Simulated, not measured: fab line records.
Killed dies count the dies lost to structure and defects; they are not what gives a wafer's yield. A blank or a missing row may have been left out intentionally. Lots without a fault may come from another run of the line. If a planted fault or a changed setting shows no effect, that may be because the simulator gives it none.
fab line records    flow sky130
record: lots: 6  wafers: 18  last_day: 50
route steps=708 shown NWELL@77 PWDE@84 VT_ADJUST_HVTP@85
lots that met no fault: from a run of the same line without faults
start_h: hours from the record's first day to the start of the lot's first wafer shown    wait_h: hours elapsed since this lot's preceding step    " repeats the value in the row above    L1.1+2: a row that stands for several wafers    - no value present, or no start provided    * or withheld: withheld    < > ~ a bound
route shown NAME@n: names a module that has steps shown in the file, with the first one's number in the route    usual: mean and standard deviation over wafers with no fault    same: alike in all rows    chamber/n: place in a boat    sites: per-site readings    _std_site: their standard deviation    _edge_site: mean of outer sites minus mean of inner sites    radius_mm: how far each site lies from the wafer's centre    mask NAME#n: copy n    behind: the most recent tool/chamber to have shaped the wafer    hold: cause of the lot's hold/its duration in hours/its outcome    device: which transistor (n, p or np) failed to switch    end of line: the same wafers' tests at the end of the route    step lacking rows: just its recipe    killed: dies that structure and defects cost at the first sort, which is not the same as the wafer's yield    map: a wafer's dies, marking killed ones x, the rest . and places with no die _
set.NAME: the setting that was run; set.NAME@STEP: the one run at that earlier step    model.NAME: the simulator's own value behind a step, which no gauge read
lots at some steps of the route; a table a step, a row a wafer
services: when a tool's chamber went out of use (start_h, in hours from the record's first day, below 0 if earlier), for how many hours, and the reason
== steps ==
step: SKY_NWELL_IMPLANT_24
recipe: species: B  energy_kev: 140  dose_cm2: 9.2e+12  tilt_deg: withheld
step: SKY_NWELL_STRIP_25
recipe: chemistry: O2/N2  power_w: 1400  pressure_mtorr: 1500  platen_temp_c: withheld  o2_flow_sccm: 3000  n2_flow_sccm: 300  overash_fraction: 0.5
usual: drypump_motor_current_A: 5.6/0.33  oes_product_au: 0.722/0.0047  strip_time_to_endpoint_s: 36.96/0.12
lot.wafer  tool             chamber  start_h  wait_h  drypump_motor_current_A  oes_product_au  rf_hours_counter_h  strip_time_to_endpoint_s
L493.3     plasma_asher-02  0        118.31   0.1     5.7                      0.721           -                   36.80
L493.4     "                1        "        "       5.5                      0.722           -                   36.88
L493.6     "                0        "        "       5.6                      0.719           -                   36.92
L495.1     plasma_asher-03  0        130.06   0.1     6.0                      0.714           43                  36.84
L495.4     "                0        "        "       6.0                      0.722           -                   36.80
L495.5     "                0        "        "       6.0                      0.715           -                   36.74
L509.4     plasma_asher-04  1        224.36   0.1     5.0                      0.717           -                   36.99
L509.5     "                0        "        "       5.3                      0.717           -                   37.00
L509.6     "                1        "        "       5.0                      0.717           -                   36.93
L510.1     plasma_asher-03  1        225.56   0.1     5.9                      0.726           53                  37.19
L510.2     "                0        "        "       5.9                      0.721           53                  37.13
L510.3     "                1        "        "       5.9                      0.716           -                   37.13
L512.2     plasma_asher-03  0        237.83   0.1     6.0                      0.725           54                  36.95
L512.3     "                1        "        "       5.9                      0.729           -                   37.01
L512.5     "                0        "        "       6.0                      0.729           -                   36.90
L513.1     plasma_asher-03  0        245.66   0.1     6.0                      0.718           55                  36.82
L513.2     "                1        "        "       5.9                      0.725           55                  36.87
L513.4     "                0        "        "       6.0                      0.725           -                   36.83
step: SKY_NWELL_TW_MEAS_26
usual: NWELL_2_TW: 496/5.6
lot.wafer  tool           chamber  start_h  wait_h  NWELL_2_TW
L493.3     film_metro-03  -        118.40   0.1     496
L493.4     "              -        "        "       496
L493.6     "              -        "        "       496
L495.1     film_metro-03  -        130.16   0.1     494
L495.4     "              -        "        "       496
L495.5     "              -        "        "       494
L509.4     film_metro-01  -        224.46   0.1     484
L509.5     "              -        "        "       484
L509.6     "              -        "        "       486
L510.1     film_metro-03  -        225.66   0.1     493
L510.2     "              -        "        "       494
L510.3     "              -        "        "       492
L512.2     film_metro-01  -        237.94   0.1     486
L512.3     "              -        "        "       484
L512.5     "              -        "        "       484
L513.1     film_metro-03  -        245.76   0.1     496
L513.2     "              -        "        "       495
L513.4     "              -        "        "       495
step: SKY_NWELL_CLEAN_27
recipe: chemistry: SC1/SC2  mix: 1:4:20  temp_c: 70  time_s: 150  dry: n2_spin
step: SKY_NWELL_RTA_28
recipe: temp_c: 1050  time_s: 30  idle_temp_c: 650  ramp_up_c_per_s: 150  ramp_down_c_per_s: 90  ambient: N2
usual: anneal_temp_c_max: 1053.6/0.83  lamp_power_pct: 25.31/0.059  ramp_up_c_per_s: 150.00/0.027  wafer_temp_C_max: 1054.8/1
lot.wafer  tool           chamber  start_h  wait_h  anneal_temp_c_max  lamp_power_pct  ramp_up_c_per_s  wafer_temp_C_max
L493.3     rtp_anneal-02  0        118.53   0.0     1054.4             25.39           150.00           1055.8
L493.4     "              0        "        "       1052.5             25.26           149.96           1054.7
L493.6     "              0        "        "       1052.4             25.28           150.01           1054.5
L495.1     rtp_anneal-02  0        130.27   0.0     1054.1             25.26           150.02           1053.6
L495.4     "              0        "        "       1054.4             25.24           150.03           1056.1
L495.5     "              0        "        "       1054.8             25.23           150.00           1055.5
L509.4     rtp_anneal-02  0        224.59   0.1     1053.9             25.18           150.02           1053.2
L509.5     "              0        "        "       1053.8             25.31           149.99           1053.6
L509.6     "              0        "        "       1054.1             25.34           150.01           1055.5
L510.1     rtp_anneal-02  0        225.77   0.0     1054.7             25.34           149.93           1056.5
L510.2     "              0        "        "       1056.3             25.22           150.00           1054.8
L510.3     "              0        "        "       1053.7             25.32           150.00           1056.8
L512.2     rtp_anneal-02  0        238.05   0.0     1053.7             25.36           149.99           1054.6
L512.3     "              0        "        "       1053.6             25.21           150.01           1054.2
L512.5     "              0        "        "       1053.3             25.29           149.99           1054.5
L513.1     rtp_anneal-02  0        245.88   0.0     1054.1             25.37           150.04           1054.1
L513.2     "              0        "        "       1053.6             25.35           149.98           1054.2
L513.4     "              0        "        "       1053.9             25.19           149.99           1056.7
step: SKY_NWELL_RS_MEAS_29
recipe: thk_meas_gauge: four-point-probe
usual: NWELL_RS: 624.7/1.5
lot.wafer  tool           chamber  start_h  wait_h  NWELL_RS[ohm/sq]
L493.3     film_metro-04  -        118.64   0.1     625.6
L493.4     "              -        "        "       626.4
L493.6     "              -        "        "       625.7
L495.1     film_metro-01  -        130.37   0.1     623.6
L495.4     "              -        "        "       625.3
L495.5     "              -        "        "       625.5
L509.4     film_metro-03  -        224.70   0.1     623.3
L509.5     "              -        "        "       624.3
L509.6     "              -        "        "       624.3
L510.1     film_metro-01  -        225.87   0.1     624.0
L510.2     "              -        "        "       622.0
L510.3     "              -        "        "       621.7
L512.2     film_metro-03  -        238.16   0.1     625.9
L512.3     "              -        "        "       625.7
L512.5     "              -        "        "       624.1
L513.1     film_metro-03  -        245.98   0.1     624.1
L513.2     "              -        "        "       623.4
L513.4     "              -        "        "       625.7
step: SKY_NWELL_RS_MEAS_31
recipe: thk_meas_gauge: four-point-probe
usual: PWDE_RS: 5283/16
lot.wafer  tool           chamber  start_h  wait_h  PWDE_RS[ohm/sq]
L493.3     film_metro-04  -        118.88   0.1     5303
L493.4     "              -        "        "       5268
L493.6     "              -        "        "       5288
L495.1     film_metro-01  -        130.61   0.1     5278
L495.4     "              -        "        "       5280
L495.5     "              -        "        "       5263
L509.4     film_metro-03  -        224.94   0.1     5290
L509.5     "              -        "        "       5277
L509.6     "              -        "        "       5262
L510.1     film_metro-01  -        226.11   0.1     5293
L510.2     "              -        "        "       5287
L510.3     "              -        "        "       5285
L512.2     film_metro-03  -        238.40   0.1     5290
L512.3     "              -        "        "       5281
L512.5     "              -        "        "       5298
L513.1     film_metro-03  -        246.22   0.1     5302
L513.2     "              -        "        "       5314
L513.4     "              -        "        "       5327
step: SKY_VT_ADJUST_HVTP_DEHYDRATE_00
recipe: temp_c: 200  time_s: 60
step: SKY_VT_ADJUST_HVTP_HMDS_01
recipe: prime_time_s: 60  prime_temp_c: 120
step: SKY_VT_ADJUST_HVTP_COAT_02
recipe: resist: NOVOLAK  spin_rpm: 3000  resist_thk_nm: 1140
step: SKY_VT_ADJUST_HVTP_SOFTBAKE_03
recipe: temp_c: 90  time_s: 60  resist: NOVOLAK
step: SKY_VT_ADJUST_HVTP_EXPOSE_04
recipe: mask_id: HVTPM  na: 0.6  source_shape: conventional  sigma_outer: 0.6  polarization: unpolarized  target_cd_nm: 380  dose_mj: 140
usual: exposure_dose_mJ_cm2: 139.16/0.15  focus_offset_nm: 0.0/0.54  na: 0.6/0  reticle_temp_C: 23.01/0.1  stage_vel_mm_s: 500.03/0.24
lot.wafer  tool              chamber  start_h  wait_h  mask     exposure_dose_mJ_cm2  focus_offset_nm  na   reticle_temp_C  stage_vel_mm_s
L493.3     iline_stepper-02  0        127.84   -       HVTPM#0  139.09                0.0              0.6  22.97           500.28
L493.4     "                 0        "        "       HVTPM#0  139.13                -0.2             0.6  22.80           500.21
L493.6     "                 0        "        "       HVTPM#0  139.21                0.0              0.6  23.05           500.08
L495.1     iline_stepper-01  0        140.19   -       HVTPM#0  139.33                0.6              0.6  23.01           500.15
L495.4     "                 0        "        "       HVTPM#0  139.14                0.4              0.6  22.95           500.09
L495.5     "                 0        "        "       HVTPM#0  139.32                0.3              0.6  23.13           500.04
L509.4     iline_stepper-02  -        236.33   -       HVTPM#0  -                     -                -    -               -
L509.5     "                 -        "        "       HVTPM#0  -                     -                -    -               -
L509.6     "                 -        "        "       HVTPM#0  -                     -                -    -               -
L510.1     iline_stepper-01  -        238.27   -       HVTPM#0  -                     -                -    -               -
L510.2     "                 -        "        "       HVTPM#0  -                     -                -    -               -
L510.3     "                 -        "        "       HVTPM#0  -                     -                -    -               -
L512.2     iline_stepper-01  0        250.37   -       HVTPM#0  139.13                0.3              0.6  23.13           500.11
L512.3     "                 0        "        "       HVTPM#0  139.10                0.6              0.6  23.19           499.52
L512.5     "                 0        "        "       HVTPM#0  139.26                -0.4             0.6  22.88           499.68
L513.1     iline_stepper-02  0        258.07   -       HVTPM#0  139.35                -0.2             0.6  23.08           500.04
L513.2     "                 0        "        "       HVTPM#0  139.51                0.2              0.6  22.83           500.48
L513.4     "                 0        "        "       HVTPM#0  139.43                0.3              0.6  22.95           499.95
step: SKY_VT_ADJUST_HVTP_PEB_05
recipe: temp_c: withheld  time_s: *  resist: NOVOLAK
== services ==
tool              chamber  start_h  hours  kind
iline_stepper-02  -        140.16   1.2    repair
plasma_asher-02   -        158.28   8.8    repair
iline_stepper-02  -        186.65   2.8    repair
plasma_asher-02   -        191.94   1.1    repair
iline_stepper-02  -        230.48   1.7    pm
== key ==
first_sign: step: SKY_VT_ADJUST_HVTP_EXPOSE_04  reading: tool_record  direction: missing
effect none on later readings
met_at SKY_VT_ADJUST_HVTP_EXPOSE_04
struck_wafers L509.4,L509.5,L509.6,L510.1,L510.2,L510.3
sort_left_out L509.4,L509.5,L509.6,L510.1,L510.2,L510.3
tester_left_out L509,L510
onset_between 140.19 236.33
fault: kind: skipped_step_whole  tool: iline_stepper-01,iline_stepper-02  chamber: -  onset_h: 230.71  steps: SKY_VT_ADJUST_HVTP_EXPOSE_04  scope: struck_lots_only
tester_left_out: of these lots the tester's yield and bins aren't shown, on N5 and GAA mostly nor the transistor test; their killed dies are dies lost to structure and defects alone, not to doping, threshold or leakage, so they don't give the yield
sort_left_out: the simulated sort isn't trusted on such a fault, so these wafers' sort isn't shown, and their yield isn't known
